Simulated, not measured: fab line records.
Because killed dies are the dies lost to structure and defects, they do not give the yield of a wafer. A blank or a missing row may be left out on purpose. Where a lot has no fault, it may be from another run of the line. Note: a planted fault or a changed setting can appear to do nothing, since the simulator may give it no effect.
fab line records -- flow sky130
record: lots: 14, wafers: 42, last_day: 50
route steps=708 shown PWDE@84 VT_ADJUST_LVTN@104 VT_ADJUST_PCH@152 SONOS_TUNNEL@166 SONOS_ONO@173 LI_CONTACT@365 CONTACT@411
lots untouched by any fault: they come from a run of this same line in which no faults occurred
start_h: the number of hours between the record's first day and the start of the first shown wafer of the lot -- wait_h: how many hours have passed since the lot's step before this one -- " the same as in the row above -- L1.1+2: one row covering several wafers at once -- - value missing, or start not given -- * or withheld: withheld -- < > ~ a bound
route shown NAME@n: a module of which the file shows steps, and the number in the route of the first -- usual: average and standard deviation across the fault-free wafers -- same: alike in all rows -- chamber/n: place in a boat -- sites: the reading at each site -- _std_site: how widely they spread, as a standard deviation -- _edge_site: mean of outer sites minus mean of inner sites -- radius_mm: for every site, how far away it sits from the centre of the wafer -- mask NAME#n: copy n -- behind: the most recent tool/chamber to have shaped the wafer -- hold: what put the lot on hold/how long, in hours/how the hold closed -- device: the transistor (n, p or np) that didn't switch -- end of line: tests run on the same wafers once the route is complete -- a step given without rows: its recipe and nothing more -- killed: at the first sort, the dies lost to defects and structure; wafer yield is something else -- map: per-die view of a wafer (x killed, . not killed, _ where there is no die)
set.NAME: the run value of the setting; set.NAME@STEP: its run value at that earlier step -- model.NAME: the simulator's own value behind a step, which no gauge read
route steps across a sampled set of lots; one table per step, one row per wafer
services: when a tool's chamber went out of use (start_h, in hours from the record's first day, below 0 if earlier), for how many hours, and the reason
== steps ==
step: SKY_NWELL_RS_MEAS_31
recipe: thk_meas_gauge: four-point-probe
usual: PWDE_RS: 5272/17
lot.wafer,tool,chamber,start_h,wait_h,PWDE_RS[ohm/sq]
L314.1,film_metro-04,-,102.30,0.1,5275
L314.3,film_metro-04,-,102.30,0.1,5262
L314.5,film_metro-04,-,102.30,0.1,5258
L317.2,film_metro-02,-,130.43,0.1,5269
L317.3,film_metro-02,-,130.43,0.1,5253
L317.4,film_metro-02,-,130.43,0.1,5272
L319.1,film_metro-01,-,137.65,0.1,5273
L319.2,film_metro-01,-,137.65,0.1,5276
L319.4,film_metro-01,-,137.65,0.1,5261
L318.1,film_metro-04,-,139.35,0.1,5293
L318.3,film_metro-04,-,139.35,0.1,5285
L318.5,film_metro-04,-,139.35,0.1,5276
L320.3,film_metro-02,-,142.95,0.1,5226
L320.4,film_metro-02,-,142.95,0.1,5226
L320.6,film_metro-02,-,142.95,0.1,5229
L321.2,film_metro-01,-,147.78,0.1,5231
L321.3,film_metro-01,-,147.78,0.1,5247
L321.5,film_metro-01,-,147.78,0.1,5233
L322.1,film_metro-02,-,156.71,0.1,5240
L322.3,film_metro-02,-,156.71,0.1,5259
L322.4,film_metro-02,-,156.71,0.1,5284
L324.1,film_metro-02,-,167.95,0.1,5283
L324.2,film_metro-02,-,167.95,0.1,5267
L324.4,film_metro-02,-,167.95,0.1,5277
L325.2,film_metro-02,-,172.07,0.1,5271
L325.3,film_metro-02,-,172.07,0.1,5271
L325.6,film_metro-02,-,172.07,0.1,5260
L326.1,film_metro-02,-,173.29,0.1,5248
L326.3,film_metro-02,-,173.29,0.1,5245
L326.5,film_metro-02,-,173.29,0.1,5256
L327.1,film_metro-04,-,181.26,0.1,5295
L327.3,film_metro-04,-,181.26,0.1,5268
L327.6,film_metro-04,-,181.26,0.1,5286
L328.1,film_metro-04,-,185.64,0.1,5284
L328.4,film_metro-04,-,185.64,0.1,5264
L328.6,film_metro-04,-,185.64,0.1,5272
L332.2,film_metro-04,-,215.43,0.1,5288
L332.4,film_metro-04,-,215.43,0.1,5284
L332.5,film_metro-04,-,215.43,0.1,5266
L337.1,film_metro-04,-,245.61,0.1,5269
L337.2,film_metro-04,-,245.61,0.1,5283
L337.6,film_metro-04,-,245.61,0.1,5276
step: SKY_VT_ADJUST_LVTN_OVL_MEAS_07
usual: VT_ADJUST_LVTN_OVL: -0.2/1.6
lot.wafer,tool,chamber,start_h,wait_h,VT_ADJUST_LVTN_OVL[nm]
L314.1,overlay-02,-,138.88,-,-0.4
L314.3,overlay-02,-,138.88,-,1.0
L314.5,overlay-02,-,138.88,-,0.4
L317.2,overlay-02,-,167.84,-,-1.1
L317.3,overlay-02,-,167.84,-,-0.5
L317.4,overlay-02,-,167.84,-,-1.7
L319.1,overlay-02,-,176.47,-,-1.1
L319.2,overlay-02,-,176.47,-,1.0
L319.4,overlay-02,-,176.47,-,0.4
L318.1,overlay-02,-,178.83,-,-0.7
L318.3,overlay-02,-,178.83,-,0.8
L318.5,overlay-02,-,178.83,-,1.5
L320.3,overlay-02,-,181.74,-,-2.3
L320.4,overlay-02,-,181.74,-,0.6
L320.6,overlay-02,-,181.74,-,-2.5
L321.2,overlay-02,-,186.69,-,-1.3
L321.3,overlay-02,-,186.69,-,1.0
L321.5,overlay-02,-,186.69,-,2.4
L322.1,overlay-01,-,196.72,-,0.6
L322.3,overlay-01,-,196.72,-,0.4
L322.4,overlay-01,-,196.72,-,0.6
L324.1,overlay-02,-,210.46,-,-2.1
L324.2,overlay-02,-,210.46,-,-0.5
L324.4,overlay-02,-,210.46,-,-2.9
L325.2,overlay-01,-,213.97,-,-0.6
L325.3,overlay-01,-,213.97,-,-1.9
L325.6,overlay-01,-,213.97,-,2.5
L326.1,overlay-01,-,215.67,-,0.7
L326.3,overlay-01,-,215.67,-,0.0
L326.5,overlay-01,-,215.67,-,1.1
L327.1,overlay-02,-,224.71,-,-2.7
L327.3,overlay-02,-,224.71,-,-2.4
L327.6,overlay-02,-,224.71,-,-2.0
L328.1,overlay-02,-,229.47,-,1.3
L328.4,overlay-02,-,229.47,-,1.0
L328.6,overlay-02,-,229.47,-,1.7
L332.2,overlay-01,-,260.64,-,-0.2
L332.4,overlay-01,-,260.64,-,0.4
L332.5,overlay-01,-,260.64,-,-0.7
L337.1,overlay-01,-,292.13,-,0.6
L337.2,overlay-01,-,292.13,-,-0.2
L337.6,overlay-01,-,292.13,-,0.1
step: SKY_VT_ADJUST_PCH_STRIP_09
recipe: chemistry: O2/N2, power_w: 1400, pressure_mtorr: 1500, platen_temp_c: withheld, o2_flow_sccm: 3000, n2_flow_sccm: 300, overash_fraction: 0.5
usual: chamber_pressure_mTorr: 1500.0/1.3, drypump_motor_current_A: 5.9/0.6, oes_product_au: 0.723/0.0046, strip_time_to_endpoint_s: 36.95/0.097
lot.wafer,tool,chamber,start_h,wait_h,chamber_pressure_mTorr,drypump_motor_current_A,oes_product_au,rf_hours_counter_h,strip_time_to_endpoint_s
L314.1,plasma_asher-01,1,220.87,0.1,1500.1,5.4,0.723,53,37.05
L314.3,plasma_asher-01,1,220.87,0.1,1502.1,5.4,0.718,-,36.98
L314.5,plasma_asher-01,1,220.87,0.1,1499.5,5.3,0.729,-,37.09
L317.2,plasma_asher-01,1,255.07,0.1,1499.1,5.4,0.717,56,36.83
L317.3,plasma_asher-01,1,255.07,0.1,1499.2,5.4,0.728,-,36.92
L317.4,plasma_asher-01,0,255.07,0.1,1502.3,6.3,0.728,-,36.90
L319.1,plasma_asher-04,0,265.54,0.1,1501.7,6.4,0.718,56,36.99
L319.2,plasma_asher-04,1,265.54,0.1,1499.6,6.6,0.722,56,36.93
L319.4,plasma_asher-04,0,265.54,0.1,1499.6,6.4,0.729,-,37.00
L318.1,plasma_asher-01,1,266.49,0.1,1499.2,5.4,0.720,57,36.88
L318.3,plasma_asher-01,0,266.49,0.1,1500.0,6.3,0.724,-,36.80
L318.5,plasma_asher-01,1,266.49,0.1,1500.4,5.3,0.716,-,36.88
L320.3,plasma_asher-02,0,270.68,0.1,1500.1,5.0,0.720,-,36.88
L320.4,plasma_asher-02,1,270.68,0.1,1500.9,5.6,0.718,-,36.85
L320.6,plasma_asher-02,0,270.68,0.1,1499.1,5.0,0.722,-,37.00
L321.2,plasma_asher-02,1,276.17,0.1,1500.0,5.6,0.717,49,36.97
L321.3,plasma_asher-02,0,276.17,0.1,1502.0,5.0,0.727,-,37.05
L321.5,plasma_asher-02,0,276.17,0.1,1498.1,5.0,0.717,-,37.02
L322.1,plasma_asher-02,0,287.22,0.1,1501.6,5.0,0.721,50,37.06
L322.3,plasma_asher-02,1,287.22,0.1,1499.0,5.6,0.721,-,36.97
L322.4,plasma_asher-02,0,287.22,0.1,1498.7,5.0,0.729,-,37.05
L324.1,plasma_asher-04,1,303.67,0.1,1501.6,6.6,0.725,60,36.95
L324.2,plasma_asher-04,0,303.67,0.1,1501.7,6.4,0.721,60,37.01
L324.4,plasma_asher-04,1,303.67,0.1,1500.9,6.6,0.714,-,36.92
L325.2,plasma_asher-04,0,305.92,0.1,1498.5,6.3,0.732,60,36.93
L325.3,plasma_asher-04,0,305.92,0.1,1499.8,6.3,0.724,-,36.87
L325.6,plasma_asher-04,0,305.92,0.1,1499.9,6.4,0.726,-,36.82
L326.1,plasma_asher-01,0,310.90,0.1,1500.3,6.3,0.724,61,37.01
L326.3,plasma_asher-01,0,310.90,0.1,1499.6,6.4,0.725,-,37.02
L326.5,plasma_asher-01,0,310.90,0.1,1500.5,6.3,0.728,-,37.02
L327.1,plasma_asher-01,0,318.97,0.1,-,-,-,-,-
L327.3,plasma_asher-01,1,318.97,0.1,-,-,-,-,-
L327.6,plasma_asher-01,1,318.97,0.1,-,-,-,-,-
L328.1,plasma_asher-02,1,326.70,0.1,-,-,-,-,-
L328.4,plasma_asher-02,1,326.70,0.1,-,-,-,-,-
L328.6,plasma_asher-02,0,326.70,0.1,-,-,-,-,-
L332.2,plasma_asher-02,1,363.82,0.1,1502.7,5.6,0.719,57,36.92
L332.4,plasma_asher-02,0,363.82,0.1,1498.2,5.0,0.715,-,36.98
L332.5,plasma_asher-02,0,363.82,0.1,1499.9,5.0,0.730,-,36.99
L337.1,plasma_asher-04,1,401.32,0.1,1499.8,6.6,0.724,69,37.22
L337.2,plasma_asher-04,0,401.32,0.1,1501.6,6.4,0.719,69,37.11
L337.6,plasma_asher-04,0,401.32,0.1,1502.4,6.4,0.715,-,37.17
step: SKY_SONOS_TUNNEL_TW_MEAS_12
usual: SONOS_TUNNEL_TW: 196.2/1.6
lot.wafer,tool,chamber,start_h,wait_h,SONOS_TUNNEL_TW
L314.1,film_metro-03,-,243.93,0.0,193.9
L314.3,film_metro-03,-,243.93,0.0,193.2
L314.5,film_metro-03,-,243.93,0.0,194.5
L317.2,film_metro-04,-,278.32,0.0,193.4
L317.3,film_metro-04,-,278.32,0.0,194.9
L317.4,film_metro-04,-,278.32,0.0,195.1
L319.1,film_metro-02,-,290.46,0.0,199.7
L319.2,film_metro-02,-,290.46,0.0,199.3
L319.4,film_metro-02,-,290.46,0.0,198.1
L318.1,film_metro-02,-,291.12,0.0,198.2
L318.3,film_metro-02,-,291.12,0.0,198.1
L318.5,film_metro-02,-,291.12,0.0,198.6
L320.3,film_metro-02,-,294.48,0.0,198.3
L320.4,film_metro-02,-,294.48,0.0,198.6
L320.6,film_metro-02,-,294.48,0.0,199.0
L321.2,film_metro-04,-,301.92,0.0,194.7
L321.3,film_metro-04,-,301.92,0.0,194.5
L321.5,film_metro-04,-,301.92,0.0,194.6
L322.1,film_metro-03,-,314.22,0.0,194.8
L322.3,film_metro-03,-,314.22,0.0,194.6
L322.4,film_metro-03,-,314.22,0.0,195.7
L324.1,film_metro-04,-,329.69,0.0,195.0
L324.2,film_metro-04,-,329.69,0.0,195.5
L324.4,film_metro-04,-,329.69,0.0,195.4
L325.2,film_metro-03,-,333.60,0.0,194.5
L325.3,film_metro-03,-,333.60,0.0,195.0
L325.6,film_metro-03,-,333.60,0.0,194.2
L326.1,film_metro-02,-,337.45,0.0,196.4
L326.3,film_metro-02,-,337.45,0.0,196.2
L326.5,film_metro-02,-,337.45,0.0,197.1
L327.1,film_metro-03,-,346.32,0.0,29.6
L327.3,film_metro-03,-,346.32,0.0,29.8
L327.6,film_metro-03,-,346.32,0.0,29.5
L328.1,film_metro-03,-,354.26,0.0,29.7
L328.4,film_metro-03,-,354.26,0.0,29.7
L328.6,film_metro-03,-,354.26,0.0,29.6
L332.2,film_metro-02,-,392.00,0.0,196.5
L332.4,film_metro-02,-,392.00,0.0,197.0
L332.5,film_metro-02,-,392.00,0.0,198.3
L337.1,film_metro-03,-,431.58,0.0,197.2
L337.2,film_metro-03,-,431.58,0.0,197.3
L337.6,film_metro-03,-,431.58,0.0,196.1
step: SKY_SONOS_ONO_THK_MEAS_05
recipe: reads: SiO2_of_SONOS_ONO_CVD_04
usual: SONOS_ONO_CVD_04_THK: 5.75/0.11
lot.wafer,tool,chamber,start_h,wait_h,SONOS_ONO_CVD_04_THK[nm]
L314.1,film_metro-01,-,261.02,0.0,5.64
L314.3,film_metro-01,-,261.02,0.0,5.65
L314.5,film_metro-01,-,261.02,0.0,5.62
L317.2,film_metro-03,-,285.12,0.1,5.84
L317.3,film_metro-03,-,285.12,0.1,5.84
L317.4,film_metro-03,-,285.12,0.1,5.77
L318.1,film_metro-01,-,296.66,0.0,5.94
L318.3,film_metro-01,-,296.66,0.0,5.80
L318.5,film_metro-01,-,296.66,0.0,5.74
L319.1,film_metro-03,-,296.66,0.0,5.67
L319.2,film_metro-03,-,296.66,0.0,5.77
L319.4,film_metro-03,-,296.66,0.0,5.81
L320.3,film_metro-03,-,298.33,0.0,5.93
L320.4,film_metro-03,-,298.33,0.0,5.95
L320.6,film_metro-03,-,298.33,0.0,6.08
L321.2,film_metro-04,-,305.99,0.0,5.86
L321.3,film_metro-04,-,305.99,0.0,5.82
L321.5,film_metro-04,-,305.99,0.0,5.84
L322.1,film_metro-03,-,318.73,0.0,5.64
L322.3,film_metro-03,-,318.73,0.0,5.55
L322.4,film_metro-03,-,318.73,0.0,5.54
L324.1,film_metro-04,-,334.74,0.0,5.56
L324.2,film_metro-04,-,334.74,0.0,5.74
L324.4,film_metro-04,-,334.74,0.0,5.67
L325.2,film_metro-01,-,338.73,0.0,6.01
L325.3,film_metro-01,-,338.73,0.0,5.88
L325.6,film_metro-01,-,338.73,0.0,5.87
L326.1,film_metro-03,-,342.87,0.0,5.63
L326.3,film_metro-03,-,342.87,0.0,5.78
L326.5,film_metro-03,-,342.87,0.0,5.71
L327.1,film_metro-04,-,350.84,0.0,5.91
L327.3,film_metro-04,-,350.84,0.0,5.78
L327.6,film_metro-04,-,350.84,0.0,5.84
L328.1,film_metro-03,-,358.81,0.0,5.79
L328.4,film_metro-03,-,358.81,0.0,5.80
L328.6,film_metro-03,-,358.81,0.0,5.78
L332.2,film_metro-03,-,401.12,0.0,5.71
L332.4,film_metro-03,-,401.12,0.0,5.66
L332.5,film_metro-03,-,401.12,0.0,5.61
L337.1,film_metro-03,-,437.20,0.0,5.92
L337.2,film_metro-03,-,437.20,0.0,5.85
L337.6,film_metro-03,-,437.20,0.0,5.83
step: SKY_LI_CONTACT_BOW_MEAS_03
recipe: mode: bow
usual: LI_CONTACT_BOW: 55/6.4
lot.wafer,tool,chamber,start_h,wait_h,LI_CONTACT_BOW[um]
L314.1,film_metro-01,-,652.56,0.2,57
L314.3,film_metro-01,-,652.56,0.2,56
L314.5,film_metro-01,-,652.56,0.2,54
L317.2,film_metro-01,-,680.25,0.2,64
L317.3,film_metro-01,-,680.25,0.2,58
L317.4,film_metro-01,-,680.25,0.2,51
L319.1,film_metro-02,-,690.83,0.1,59
L319.2,film_metro-02,-,690.83,0.1,56
L319.4,film_metro-02,-,690.83,0.1,55
L318.1,film_metro-03,-,692.55,0.2,50
L318.3,film_metro-03,-,692.55,0.2,60
L318.5,film_metro-03,-,692.55,0.2,66
L320.3,film_metro-01,-,693.60,0.3,52
L320.4,film_metro-01,-,693.60,0.3,66
L320.6,film_metro-01,-,693.60,0.3,51
L321.2,film_metro-02,-,710.72,0.1,56
L321.3,film_metro-02,-,710.72,0.1,61
L321.5,film_metro-02,-,710.72,0.1,59
L322.1,film_metro-02,-,718.46,0.1,41
L322.3,film_metro-02,-,718.46,0.1,58
L322.4,film_metro-02,-,718.46,0.1,54
L324.1,film_metro-01,-,729.17,0.1,58
L324.2,film_metro-01,-,729.17,0.1,55
L324.4,film_metro-01,-,729.17,0.1,53
L325.2,film_metro-03,-,734.43,0.1,47
L325.3,film_metro-03,-,734.43,0.1,45
L325.6,film_metro-03,-,734.43,0.1,61
L326.1,film_metro-03,-,738.57,0.2,53
L326.3,film_metro-03,-,738.57,0.2,61
L326.5,film_metro-03,-,738.57,0.2,57
L327.1,film_metro-03,-,747.20,0.1,24
L327.3,film_metro-03,-,747.20,0.1,29
L327.6,film_metro-03,-,747.20,0.1,11
L328.1,film_metro-02,-,757.19,0.1,28
L328.4,film_metro-02,-,757.19,0.1,30
L328.6,film_metro-02,-,757.19,0.1,28
L332.2,film_metro-03,-,793.28,0.2,51
L332.4,film_metro-03,-,793.28,0.2,57
L332.5,film_metro-03,-,793.28,0.2,47
L337.1,film_metro-02,-,823.51,0.2,57
L337.2,film_metro-02,-,823.51,0.2,50
L337.6,film_metro-02,-,823.51,0.2,56
step: SKY_CONTACT_BOW_MEAS_05
recipe: mode: bow
usual: CONTACT_BOW: 81/6.4
lot.wafer,tool,chamber,start_h,wait_h,CONTACT_BOW[um]
L314.1,film_metro-04,-,710.70,0.2,83
L314.3,film_metro-04,-,710.70,0.2,81
L314.5,film_metro-04,-,710.70,0.2,80
L317.2,film_metro-04,-,738.14,0.3,89
L317.3,film_metro-04,-,738.14,0.3,83
L317.4,film_metro-04,-,738.14,0.3,77
L319.1,film_metro-04,-,748.46,0.1,84
L319.2,film_metro-04,-,748.46,0.1,81
L319.4,film_metro-04,-,748.46,0.1,80
L318.1,film_metro-03,-,750.90,0.1,74
L318.3,film_metro-03,-,750.90,0.1,85
L318.5,film_metro-03,-,750.90,0.1,91
L320.3,film_metro-03,-,751.83,0.3,77
L320.4,film_metro-03,-,751.83,0.3,90
L320.6,film_metro-03,-,751.83,0.3,75
L321.2,film_metro-03,-,767.84,0.2,76
L321.3,film_metro-03,-,767.84,0.2,81
L321.5,film_metro-03,-,767.84,0.2,80
L322.1,film_metro-04,-,775.99,0.1,64
L322.3,film_metro-04,-,775.99,0.1,79
L322.4,film_metro-04,-,775.99,0.1,77
L324.1,film_metro-04,-,786.15,0.2,84
L324.2,film_metro-04,-,786.15,0.2,81
L324.4,film_metro-04,-,786.15,0.2,78
L325.2,film_metro-01,-,791.03,0.1,74
L325.3,film_metro-01,-,791.03,0.1,72
L325.6,film_metro-01,-,791.03,0.1,88
L326.1,film_metro-03,-,794.80,0.2,80
L326.3,film_metro-03,-,794.80,0.2,87
L326.5,film_metro-03,-,794.80,0.2,83
L327.1,film_metro-04,-,803.37,0.2,54
L327.3,film_metro-04,-,803.37,0.2,58
L327.6,film_metro-04,-,803.37,0.2,41
L328.1,film_metro-03,-,812.84,0.1,51
L328.4,film_metro-03,-,812.84,0.1,53
L328.6,film_metro-03,-,812.84,0.1,50
L332.2,film_metro-04,-,848.97,0.3,78
L332.4,film_metro-04,-,848.97,0.3,82
L332.5,film_metro-04,-,848.97,0.3,74
L337.1,film_metro-04,-,878.24,0.2,81
L337.2,film_metro-04,-,878.24,0.2,74
L337.6,film_metro-04,-,878.24,0.2,80
== services ==
tool,chamber,start_h,hours,kind
plasma_asher-04,-,208.07,2.9,repair
plasma_asher-01,-,292.88,4.0,repair
plasma_asher-01,-,335.88,2.8,pm
plasma_asher-01,-,363.35,2.0,repair
plasma_asher-04,-,380.50,4.2,repair
== key ==
first_sign: step: SKY_VT_ADJUST_PCH_STRIP_09, reading: tool_record, direction: missing
effect: step: SKY_SONOS_TUNNEL_TW_MEAS_12, reading: SONOS_TUNNEL_TW, direction: down, sigmas: 99+, usual: 196.2, struck: 29.7
effect: step: SKY_LI_CONTACT_BOW_MEAS_03, reading: LI_CONTACT_BOW, direction: down, sigmas: 4.7, usual: 55, struck: 25
effect: step: SKY_CONTACT_BOW_MEAS_05, reading: CONTACT_BOW, direction: down, sigmas: 4.6, usual: 81, struck: 51
met_at SKY_VT_ADJUST_PCH_STRIP_09
struck_lots L327,L328
sort_left_out L327.1,L327.3,L327.6,L328.1,L328.4,L328.6
tester_left_out L327,L328
not_acting_at SKY_NWELL_RS_MEAS_31,SKY_VT_ADJUST_LVTN_OVL_MEAS_07,SKY_SONOS_ONO_THK_MEAS_05
onset_between 310.90 318.97
fault: kind: skipped_step_whole, tool: plasma_asher-01,plasma_asher-02, chamber: -, onset_h: 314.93, steps: SKY_VT_ADJUST_PCH_STRIP_09, scope: struck_lots_only
tester_left_out: of these lots the tester's yield and bins aren't shown, on N5 and GAA mostly nor the transistor test; their killed dies are dies lost to structure and defects alone, not to doping, threshold or leakage, so they don't give the yield
sort_left_out: the simulated sort isn't trusted on such a fault, so these wafers' sort isn't shown, and their yield isn't known
